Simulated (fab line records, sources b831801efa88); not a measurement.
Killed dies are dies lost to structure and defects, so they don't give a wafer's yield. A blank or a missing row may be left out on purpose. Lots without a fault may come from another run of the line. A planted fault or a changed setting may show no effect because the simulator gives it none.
Split-lot experiment | flow sky130 | 5 lots, 23 wafers read, on a route of 708 steps

THE SPLIT
At SKY_FIELD_ISO_OXIDATION_01 (stabilise 600 s, purge 300 s, target thk 12 nm), the setting ox_time_s was moved away from the recipe's 1843 s on 15 of the 23 wafers read, by -10.6% to +8.4%. The other wafers ran this setting at the recipe's value.

The file shows no step between the split and the reading.

THE READING
FIELD_ISO_OXIDATION_00_THK, in nm, at SKY_FIELD_ISO_THK_MEAS_02. Fault-free wafers of this fab line usually give 12.08 nm, standard deviation 0.22 nm.

wafer  | tool, chamber at the split | ox_time_s as run, s | against the recipe | FIELD_ISO_OXIDATION_00_THK, nm | against lot-mates on the recipe
L074.1 | -, -                       | 1977                | +7.3%              | 13.13                          | no lot-mate on the recipe
L074.2 | -, -                       | 1977                | +7.3%              | 13.12                          | no lot-mate on the recipe
L074.3 | -, -                       | 1977                | +7.3%              | 12.98                          | no lot-mate on the recipe
L074.4 | -, -                       | 1977                | +7.3%              | 12.99                          | no lot-mate on the recipe
L074.6 | -, -                       | 1977                | +7.3%              | 12.87                          | no lot-mate on the recipe
L078.1 | -, -                       | 1843                | recipe             | 12.38                          | -
L078.2 | -, -                       | 1843                | recipe             | 12.56                          | -
L078.4 | -, -                       | 1843                | recipe             | 12.33                          | -
L078.5 | -, -                       | 1843                | recipe             | 12.42                          | -
L078.6 | -, -                       | 1843                | recipe             | 12.53                          | -
L081.2 | furnace-01, 0              | 1843                | recipe             | 12.12                          | -
L081.3 | furnace-01, 0              | 1843                | recipe             | 12.08                          | -
L081.6 | furnace-01, 0              | 1843                | recipe             | 12.25                          | -
L083.1 | -, -                       | 1997                | +8.4%              | 12.81                          | no lot-mate on the recipe
L083.2 | -, -                       | 1997                | +8.4%              | 12.83                          | no lot-mate on the recipe
L083.4 | -, -                       | 1997                | +8.4%              | 12.84                          | no lot-mate on the recipe
L083.5 | -, -                       | 1997                | +8.4%              | 12.75                          | no lot-mate on the recipe
L083.6 | -, -                       | 1997                | +8.4%              | 12.54                          | no lot-mate on the recipe
L085.1 | -, -                       | 1647                | -10.6%             | 11.26                          | no lot-mate on the recipe
L085.2 | -, -                       | 1647                | -10.6%             | 11.21                          | no lot-mate on the recipe
L085.3 | -, -                       | 1647                | -10.6%             | 11.19                          | no lot-mate on the recipe
L085.4 | -, -                       | 1647                | -10.6%             | 11.45                          | no lot-mate on the recipe
L085.6 | -, -                       | 1647                | -10.6%             | 11.30                          | no lot-mate on the recipe

THE FIT
A straight line over all 23 wafers: FIELD_ISO_OXIDATION_00_THK changes by +0.0851 nm for each +1% of ox_time_s; r = +0.96; the points scatter about the line by 0.19 nm.
Too few moved wafers have a lot-mate on the recipe to fit a line with each lot's own level taken away.

THE WHOLE CHAIN: every reading that the file lists as answering this split, in the file's order
step                       | what it does                                   | reading                                                                                | change (the file's fit)                | r (the file's)
SKY_FIELD_ISO_OXIDATION_01 | stabilise 600 s, purge 300 s, target thk 12 nm | SiO2_of_FIELD_ISO_OXIDATION_01.thk_nm (the simulator's own value, which no gauge read) | +0.0853 nm for each +1% of the setting | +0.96
SKY_FIELD_ISO_THK_MEAS_02  |                                                | FIELD_ISO_OXIDATION_00_THK                                                             | +0.0851 for each +1% of the setting    | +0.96

THE FILE'S OWN FIT
FIELD_ISO_OXIDATION_00_THK changes by +0.0851 nm for each +1% of ox_time_s, r = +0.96.
